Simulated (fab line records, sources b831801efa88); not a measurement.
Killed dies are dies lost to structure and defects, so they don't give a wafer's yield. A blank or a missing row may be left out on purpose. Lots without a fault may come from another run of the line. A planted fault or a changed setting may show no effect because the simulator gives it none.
Chamber matching | flow sky130 | SKY_PASSIVATION_CVD_00 on pecvd-01: 3 sister chambers
The step deposits SiO2, target thk 90 nm. 3 wafers are shown with their chamber, then 7 later ones without.

WAFERS WITH THEIR CHAMBER
wafer  | chamber | heater_power_outer_w (W)
L862.1 | 1       | 366
L870.1 | 0       | 448
L870.3 | 2       | 450

WAFERS WITHOUT THEIR CHAMBER
wafer  | heater_power_outer_w (W)
L870.5 | 382
L877.1 | 497
L877.4 | 454
L877.5 | 512
L878.1 | 474
L878.4 | 457
L878.6 | 466

WHICH CHAMBER EACH WENT THROUGH
wafer  | from the rows above          | in truth
L870.5 | can't be placed: 1 or 0 or 2 | 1
L877.1 | can't be placed: 2 or 0      | 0
L877.4 | can't be placed: 2 or 0      | 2
L877.5 | can't be placed: 2 or 0      | 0
L878.1 | can't be placed: 2 or 0      | 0
L878.4 | can't be placed: 2 or 0      | 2
L878.6 | can't be placed: 2 or 0      | 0
Placed correctly: 0 of 7. Can't be placed from these rows: 7 (the true chamber is among the candidates in 7). Placed wrongly: 0.
How it was worked out, from the rows above alone: a wafer's distance from a chamber is the root of the sum, over the readings, of the square of ((its reading less the chamber's mean) divided by the reading's scatter). The wafer belongs to the nearest chamber; if the next one is less than 2 further off, it can't be placed. A chamber's mean is the mean of its shown wafers. The scatter: with one shown wafer a chamber, the root of the mean of the squares of how far each hidden wafer lies from its nearest shown one.
